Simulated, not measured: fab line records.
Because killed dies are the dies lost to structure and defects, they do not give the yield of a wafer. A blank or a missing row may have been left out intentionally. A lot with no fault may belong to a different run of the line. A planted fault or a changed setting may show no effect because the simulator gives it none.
fab line records	flow sky130
[record] lots = 12	wafers = 36	last-day = 50
route steps=708 shown FIELD_ISO@15 NWELL@34 VT_ADJUST_HVTP@94 LI_CONTACT@381
lots that met no fault: taken from a fault-free run of the same line
start-h: hours from the record's first day to the start of the lot's first wafer shown	wait-h: time in hours since the lot's previous step	" as in the row above	L1.1+2: one row covering several wafers at once	- no value, or no start given	* or withheld: withheld	< > ~ a bound
route shown NAME@n: a module of which the file shows steps, and the number in the route of the first	usual: mean/standard deviation of fault-free wafers	same: alike in all rows	chamber/n: place in a boat	sites: each site's reading	_std_site: the values' standard deviation	_edge_site: outer sites' mean less inner sites'	radius-mm: how far each site lies from the wafer's centre	mask NAME#n: copy n	behind: the most recent tool/chamber to have shaped the wafer	hold: cause of the lot's hold/its duration in hours/its outcome	device: the n, p or np transistor that did not switch	end of line: at the end of the route, the tests of the same wafers	a step without rows: its recipe alone	killed: at the first sort, the dies lost to defects and structure; wafer yield is something else	map: a wafer's dies, x killed, . not, _ none there
set.NAME: the setting that was run; set.NAME@STEP: the one run at that earlier step	model.NAME: the simulator's own value behind a step, which no gauge read
one table for each step of the route and one row for each wafer, over a sample of lots
services: the hour from which a tool's chamber was out of use, counted from the record's first day as start-h (under 0 if before that day), plus the number of hours and why
[[steps]]
[step SKY_FIELD_ISO_ETCH_14]
[recipe] chemistry = N2/H2	target = BARC	ion-energy-ev = 200	source-w = 500	bias-w = 100	pressure-mtorr = 30	n2-flow-sccm = 100	h2-flow-sccm = 200	stop-on = SiO2	time-s = 45.9	target-depth-a = 600
[usual] drypump-motor-current-A = 5.8/0.39	h2-flow-sccm = 200.0/0.62	oes-product-au = 0.854/0.0048	throttle-valve-pct = 13.225/0.0087
lot.wafer	tool	chamber	start-h	wait-h	drypump-motor-current-A	h2-flow-sccm	oes-product-au	rf-hours-counter-h	throttle-valve-pct
L323.3	rie-diel-01	1	30.41	0.1	5.2	199.5	0.855	96	13.205
L323.4	"	3	"	"	5.7	199.4	0.856	90	13.237
L323.6	"	1	"	"	5.1	200.6	0.855	-	13.230
L325.3	rie-diel-03	1	40.86	0.1	5.9	199.5	0.853	5	13.210
L325.4	"	1	"	"	5.9	199.5	0.856	-	13.219
L325.6	"	0	"	"	5.6	200.0	0.855	-	13.236
L326.1	rie-diel-04	1	43.10	0.1	5.6	201.0	0.857	139	13.224
L326.4	"	2	"	"	6.2	200.4	0.856	82	13.238
L326.5	"	3	"	"	6.1	200.8	0.856	-	13.219
L329.3	rie-diel-03	0	62.80	0.1	5.6	200.3	0.856	140	13.223
L329.4	"	3	"	"	5.5	200.1	0.853	152	13.224
L329.6	"	2	"	"	6.4	200.3	0.852	-	13.229
L331.1	rie-diel-01	3	71.26	0.1	5.7	199.2	0.857	90	13.227
L331.3	"	1	"	"	5.1	201.2	0.853	97	13.236
L331.5	"	2	"	"	6.2	198.7	0.861	-	13.212
L332.1	rie-diel-03	1	77.30	0.1	5.9	199.8	0.851	6	13.219
L332.3	"	0	"	"	5.6	200.1	0.855	141	13.219
L332.5	"	2	"	"	6.3	201.0	0.842	-	13.226
L333.1	rie-diel-01	2	80.85	0.1	6.2	201.6	0.850	6	13.242
L333.2	"	0	"	"	5.5	201.1	0.852	103	13.227
L333.6	"	0	"	"	5.5	201.3	0.856	-	13.238
L338.1	rie-diel-04	0	109.61	0.1	5.1	199.4	0.849	8	13.212
L338.5	"	2	"	"	6.3	200.1	0.855	-	13.227
L338.6	"	3	"	"	6.1	198.8	0.846	-	13.224
L342.2	rie-diel-03	3	127.55	0.1	5.5	198.7	0.850	153	13.231
L342.5	"	3	"	"	5.5	200.0	0.851	-	13.216
L342.6	"	0	"	"	5.6	200.1	0.856	-	13.216
L344.1	rie-diel-04	3	140.45	0.1	6.1	200.7	0.857	56	13.232
L344.4	"	2	"	"	6.3	199.2	0.848	84	13.225
L344.6	"	3	"	"	6.1	199.9	0.845	-	13.214
L345.2	rie-diel-03	1	143.46	0.1	5.9	200.7	0.853	7	13.223
L345.5	"	1	"	"	5.9	201.0	0.864	-	13.230
L345.6	"	0	"	"	5.6	199.3	0.857	-	13.236
L346.3	rie-diel-03	0	149.65	0.1	5.6	198.8	0.852	142	13.214
L346.5	"	2	"	"	6.4	199.3	0.847	-	13.223
L346.6	"	1	"	"	5.9	199.8	0.854	-	13.217
[step SKY_NWELL_THK_MEAS_02]
[recipe] reads = SiO2_of_NWELL_OXIDATION_01
[usual] NWELL_OXIDATION_THK = 10.11/0.17
lot.wafer	tool	chamber	start-h	wait-h	NWELL_OXIDATION_THK[nm]
L323.3	film-metro-04	-	40.60	0.0	10.09
L323.4	"	-	"	"	10.03
L323.6	"	-	"	"	10.15
L326.1	film-metro-02	-	52.93	0.0	9.96
L326.4	"	-	"	"	10.07
L326.5	"	-	"	"	9.94
L325.3	film-metro-04	-	52.95	0.0	10.06
L325.4	"	-	"	"	9.94
L325.6	"	-	"	"	10.01
L329.3	film-metro-04	-	70.83	0.0	9.81
L329.4	"	-	"	"	10.12
L329.6	"	-	"	"	10.04
L331.1	film-metro-03	-	78.76	0.0	10.51
L331.3	"	-	"	"	10.49
L331.5	"	-	"	"	10.41
L332.1	film-metro-03	-	85.31	0.0	10.49
L332.3	"	-	"	"	10.47
L332.5	"	-	"	"	10.25
L333.1	film-metro-04	-	90.62	0.0	10.18
L333.2	"	-	"	"	10.22
L333.6	"	-	"	"	10.18
L338.1	film-metro-02	-	116.02	0.0	10.11
L338.5	"	-	"	"	10.24
L338.6	"	-	"	"	10.25
L342.2	film-metro-03	-	137.54	0.0	10.32
L342.5	"	-	"	"	10.34
L342.6	"	-	"	"	10.39
L344.1	film-metro-03	-	164.87	0.0	9.85
L344.4	"	-	"	"	9.99
L344.6	"	-	"	"	9.98
L345.2	film-metro-02	-	164.88	0.0	10.18
L345.5	"	-	"	"	10.25
L345.6	"	-	"	"	10.01
L346.3	film-metro-02	-	169.67	0.0	9.91
L346.5	"	-	"	"	10.04
L346.6	"	-	"	"	10.06
[step SKY_VT_ADJUST_HVTP_IMPLANT_09]
[recipe] species = As	energy-kev = 150	dose-cm2 = 4.3e+12	tilt-deg = withheld
[usual] beam-energy-keV = 150.00/0.043	beam-on-s = 10.00/0.2	end-station-pressure-torr = 5.06e-06/2.5e-07
lot.wafer	tool	chamber	start-h	wait-h	beam-energy-keV	beam-on-s	end-station-pressure-torr
L323.3	implanter-01	0	125.16	0.1	150.05	9.98	5.48e-06
L323.4	"	0	"	"	150.02	10.10	5.05e-06
L323.6	"	0	"	"	149.95	10.03	5.14e-06
L326.1	implanter-03	0	141.12	0.1	149.94	10.23	5.21e-06
L326.4	"	0	"	"	149.89	10.08	5.11e-06
L326.5	"	0	"	"	149.97	9.72	4.78e-06
L325.3	implanter-03	0	141.74	0.1	150.03	9.92	5.47e-06
L325.4	"	0	"	"	150.03	10.22	5.28e-06
L325.6	"	0	"	"	150.02	9.72	5.37e-06
L329.3	implanter-03	0	162.88	0.1	136.84	9.97	5.12e-06
L329.4	"	0	"	"	136.82	10.04	5.21e-06
L329.6	"	0	"	"	136.87	10.10	4.62e-06
L331.1	implanter-03	0	172.09	0.0	136.79	10.12	5.06e-06
L331.3	"	0	"	"	136.85	9.88	4.87e-06
L331.5	"	0	"	"	136.77	10.28	4.73e-06
L332.1	implanter-04	0	178.93	0.0	149.91	10.48	5.32e-06
L332.3	"	0	"	"	149.96	9.93	5.59e-06
L332.5	"	0	"	"	149.95	10.15	5e-06
L333.1	implanter-03	0	185.44	0.0	136.89	10.12	4.48e-06
L333.2	"	0	"	"	136.82	10.02	4.26e-06
L333.6	"	0	"	"	136.83	9.90	4.97e-06
L338.1	implanter-04	0	216.39	0.0	150.04	9.74	5.28e-06
L338.5	"	0	"	"	149.98	10.27	4.78e-06
L338.6	"	0	"	"	150.04	9.97	4.73e-06
L342.2	implanter-03	0	241.26	0.0	149.98	9.92	5.1e-06
L342.5	"	0	"	"	149.99	9.96	5.05e-06
L342.6	"	0	"	"	150.04	9.87	5.15e-06
L344.1	implanter-04	0	273.83	0.0	149.94	9.91	4.58e-06
L344.4	"	0	"	"	149.95	10.01	4.78e-06
L344.6	"	0	"	"	149.99	9.97	5.12e-06
L345.2	implanter-01	0	274.16	0.0	149.96	9.67	4.78e-06
L345.5	"	0	"	"	149.99	9.88	4.75e-06
L345.6	"	0	"	"	149.96	9.76	5.15e-06
L346.3	implanter-04	0	277.19	0.1	149.97	10.08	4.83e-06
L346.5	"	0	"	"	150.02	9.92	4.78e-06
L346.6	"	0	"	"	150.05	9.99	5.45e-06
[step SKY_VT_ADJUST_HVTP_TW_MEAS_11]
[usual] VT_ADJUST_HVTP_TW = 1363/8.2
lot.wafer	tool	chamber	start-h	wait-h	VT_ADJUST_HVTP_TW
L323.3	film-metro-04	-	125.38	0.1	1356
L323.4	"	-	"	"	1364
L323.6	"	-	"	"	1368
L326.1	film-metro-04	-	141.37	0.1	1358
L326.4	"	-	"	"	1366
L326.5	"	-	"	"	1365
L325.3	film-metro-03	-	141.96	0.1	1363
L325.4	"	-	"	"	1376
L325.6	"	-	"	"	1370
L329.3	film-metro-01	-	163.10	0.1	1319
L329.4	"	-	"	"	1322
L329.6	"	-	"	"	1326
L331.1	film-metro-04	-	172.34	0.1	1333
L331.3	"	-	"	"	1333
L331.5	"	-	"	"	1332
L332.1	film-metro-03	-	179.18	0.1	1356
L332.3	"	-	"	"	1363
L332.5	"	-	"	"	1360
L333.1	film-metro-01	-	185.69	0.1	1318
L333.2	"	-	"	"	1311
L333.6	"	-	"	"	1316
L338.1	film-metro-01	-	216.64	0.1	1346
L338.5	"	-	"	"	1348
L338.6	"	-	"	"	1341
L342.2	film-metro-01	-	241.50	0.1	1353
L342.5	"	-	"	"	1354
L342.6	"	-	"	"	1360
L344.1	film-metro-03	-	274.08	0.1	1368
L344.4	"	-	"	"	1376
L344.6	"	-	"	"	1365
L345.2	film-metro-01	-	274.39	0.1	1375
L345.5	"	-	"	"	1368
L345.6	"	-	"	"	1367
L346.3	film-metro-01	-	277.41	0.1	1371
L346.5	"	-	"	"	1370
L346.6	"	-	"	"	1372
[step SKY_LI_CONTACT_SPUTTER_19]
[recipe] material = Ti	target-thk-nm = 20	chamber-pressure-pa = 5	power-w = 2500	substrate-temp-c = 200	time-s = 106.37
[usual] cathode-dc-power-W = 2500.0/0.49	throttle-valve-pct = 30.1/1.1
lot.wafer	tool	chamber	start-h	wait-h	cathode-dc-power-W	throttle-valve-pct
L323.3	pvd-sputter-04	-	683.38	0.0	2499.5	30.6
L323.4	"	-	"	"	2500.5	29.6
L323.6	"	-	"	"	2501.0	31.1
L325.3	pvd-sputter-01	-	696.46	0.0	2500.8	31.4
L325.4	"	-	"	"	2500.0	29.4
L325.6	"	-	"	"	2499.8	31.2
L326.1	pvd-sputter-02	-	698.51	0.0	2500.1	28.6
L326.4	"	-	"	"	2499.3	29.0
L326.5	"	-	"	"	2500.0	29.0
L329.3	pvd-sputter-04	-	728.30	0.0	2500.1	29.5
L329.4	"	-	"	"	2499.9	30.8
L329.6	"	-	"	"	2499.7	31.0
L331.1	pvd-sputter-01	-	737.56	0.0	2499.4	31.1
L331.3	"	-	"	"	2499.7	29.1
L331.5	"	-	"	"	2499.6	29.0
L332.1	pvd-sputter-01	-	742.06	0.0	2499.4	31.2
L332.3	"	-	"	"	2499.4	28.8
L332.5	"	-	"	"	2499.3	31.1
L333.1	pvd-sputter-01	-	748.67	0.0	2499.4	28.9
L333.2	"	-	"	"	2500.3	31.0
L333.6	"	-	"	"	2500.7	31.1
L338.1	pvd-sputter-02	-	789.53	0.0	2500.1	31.8
L338.5	"	-	"	"	2500.7	28.9
L338.6	"	-	"	"	2500.5	31.8
L342.2	pvd-sputter-02	-	816.30	0.0	2500.3	28.7
L342.5	"	-	"	"	2499.9	29.1
L342.6	"	-	"	"	2499.6	31.6
L344.1	pvd-sputter-02	-	850.22	0.0	2500.0	29.1
L344.4	"	-	"	"	2500.9	28.8
L344.6	"	-	"	"	2499.8	28.9
L346.3	pvd-sputter-04	-	852.73	0.0	2499.9	30.9
L346.5	"	-	"	"	2500.0	30.8
L346.6	"	-	"	"	2500.7	30.9
L345.2	pvd-sputter-02	-	853.61	0.0	2501.1	28.8
L345.5	"	-	"	"	2500.5	28.8
L345.6	"	-	"	"	2498.7	29.0
[[services]]
tool	chamber	start-h	hours	kind
rie-diel-03	-	11.06	0.4	repair
rie-diel-03	3	36.12	8.3	repair
rie-diel-03	1	41.05	5.4	repair
implanter-03	-	68.67	1.2	repair
rie-diel-03	-	83.62	3.6	repair
implanter-03	-	89.35	2.5	pm
implanter-03	-	131.34	3.6	repair
rie-diel-03	0	138.39	3.4	repair
implanter-03	-	150.37	3.1	pm
rie-diel-03	2	173.08	3.1	repair
rie-diel-03	1	184.52	5.2	repair
rie-diel-03	-	199.65	0.7	repair
implanter-03	-	200.37	8.5	pm
rie-diel-03	1	220.26	9.4	repair
rie-diel-03	1	250.64	4.3	repair
implanter-03	-	313.53	4.0	repair
rie-diel-03	0	329.24	1.9	repair
rie-diel-03	3	331.87	11.5	repair
implanter-03	-	348.97	3.5	repair
implanter-03	-	413.62	3.8	repair
rie-diel-03	3	448.47	13.7	repair
rie-diel-03	-	470.22	4.3	pm
rie-diel-03	3	494.45	36.5	repair
implanter-03	-	639.97	4.0	pm
[[key]]
[first-sign] step = SKY_VT_ADJUST_HVTP_IMPLANT_09	reading = beam-energy-keV	direction = down	sigmas = 99+	usual = *	struck = *
[effect] step = SKY_VT_ADJUST_HVTP_TW_MEAS_11	reading = VT_ADJUST_HVTP_TW	direction = down	sigmas = 4.8	usual = 1363	struck = 1323
met-at SKY_VT_ADJUST_HVTP_IMPLANT_09
struck-lots L329,L331,L333
tester-left-out L329,L331,L333
not-acting-at SKY_FIELD_ISO_ETCH_14,SKY_NWELL_THK_MEAS_02,SKY_LI_CONTACT_SPUTTER_19
onset-between 141.74 162.88
[fault] kind = process-parameter-drift	tool = implanter-03	chamber = -	onset-h = 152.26	steps = SKY_VT_ADJUST_HVTP_IMPLANT_09	channel = energy-kev	offset = *	shape = step	end-h = 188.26	acts-in = *	stated = *
// tester-left-out: of these lots the tester's yield and bins aren't shown, on N5 and GAA mostly nor the transistor test; their killed dies are dies lost to structure and defects alone, not to doping, threshold or leakage, so they don't give the yield
